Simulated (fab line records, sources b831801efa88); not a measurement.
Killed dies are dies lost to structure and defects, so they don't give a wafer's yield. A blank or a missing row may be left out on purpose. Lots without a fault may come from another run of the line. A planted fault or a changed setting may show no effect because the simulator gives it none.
Tool commonality check | flow sky130 | 12 lots, 36 wafers sampled

WHY IT WAS OPENED
At SKY_NWELL_TW_MEAS_15 the reading NWELL_TW is flagged on 2 of 12 lots. Wafers without a fault read 1825, standard deviation 12.
Rule: a lot is flagged when every wafer of it that has a number lies more than 4 standard deviations from that mean, or none has a number. The other lots count as sound.

lot  | measured     | on            | NWELL_TW, wafer by wafer | flag
L774 | day 4 17:07  | film_metro-03 | 1814 1814 1803           |
L775 | day 4 21:17  | film_metro-03 | 1816 1817 1812           |
L776 | day 5 01:11  | film_metro-02 | 1810 1819 1809           |
L780 | day 6 00:13  | film_metro-03 | 1823 1821 1812           |
L781 | day 6 05:58  | film_metro-01 | 1830 1839 1831           |
L782 | day 6 09:22  | film_metro-03 | 1829 1819 1824           |
L783 | day 6 17:43  | film_metro-01 | 1829 1836 1843           |
L784 | day 7 02:22  | film_metro-03 | 1797 1800 1799           |
L785 | day 7 11:50  | film_metro-01 | 1842 1830 1838           |
L792 | day 9 00:20  | film_metro-03 | 1561 1556 1546           | FLAGGED
L794 | day 9 12:15  | film_metro-02 | 1567 1563 1566           | FLAGGED
L797 | day 10 08:35 | film_metro-02 | 1825 1837 1839           |
The numbers of the flagged lots are 1560 on average: -265 against the usual, or -22 standard deviations.

WHICH TOOL RAN EACH LOT
The record holds 1 process step before the reading, out of a route of 708 steps. In each cell: the tool, then ch and the chambers that the sampled wafers went through, then the start.
lot  | flag    | SKY_NWELL_IMPLANT_11
L774 |         | implanter-03 ch 0, day 4 16:34
L775 |         | implanter-03 ch 0, day 4 20:45
L776 |         | implanter-03 ch 0, day 5 00:40
L780 |         | implanter-04 ch 0, day 5 23:40
L781 |         | implanter-03 ch 0, day 6 05:25
L782 |         | implanter-03 ch 0, day 6 08:49
L783 |         | implanter-03 ch 0, day 6 17:10
L784 |         | implanter-04 ch 0, day 7 01:52
L785 |         | implanter-03 ch 0, day 7 11:19
L792 | FLAGGED | implanter-03 ch 0, day 8 23:47
L794 | FLAGGED | implanter-03 ch 0, day 9 11:43
L797 |         | implanter-04 ch 0, day 10 08:02
What these steps do:
- SKY_NWELL_IMPLANT_11
- SKY_NWELL_TW_MEAS_15

FLAGGED OVER TOTAL, TOOL BY TOOL (the gauges that took the reading come last)
step                 | tool          | lots run | flagged | share of the flagged lots | sound lots run after its first flagged lot
SKY_NWELL_IMPLANT_11 | implanter-03  | 9        | 2       | all                       | 0
SKY_NWELL_IMPLANT_11 | implanter-04  | 3        | 0       | none                      | -
SKY_NWELL_TW_MEAS_15 | film_metro-01 | 3        | 0       | none                      | -
SKY_NWELL_TW_MEAS_15 | film_metro-02 | 3        | 1       | some                      | 1 (L797)
SKY_NWELL_TW_MEAS_15 | film_metro-03 | 6        | 1       | some                      | 0

WHAT THE TABLE ALLOWS
1 row of the table ran every flagged lot: implanter-03 at SKY_NWELL_IMPLANT_11.
- implanter-03 at SKY_NWELL_IMPLANT_11: 2 of its 9 lots flagged. Its last sound lot is L785 (day 7 11:19), its first flagged lot L792 (day 8 23:47): a fault that began between those two fits. Its own readings lie more than 4 standard deviations out on every wafer of the flagged lots: dose_ions_cm2, faraday_current_uA.
One tool is left: implanter-03 at SKY_NWELL_IMPLANT_11.

WHAT THE SIMULATOR HAD PUT IN
Process parameter drift: implanter-03, from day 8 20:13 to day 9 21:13, at SKY_NWELL_IMPLANT_11. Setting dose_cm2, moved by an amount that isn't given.
Lots struck among those shown: L792, L794. The rule above found the same.
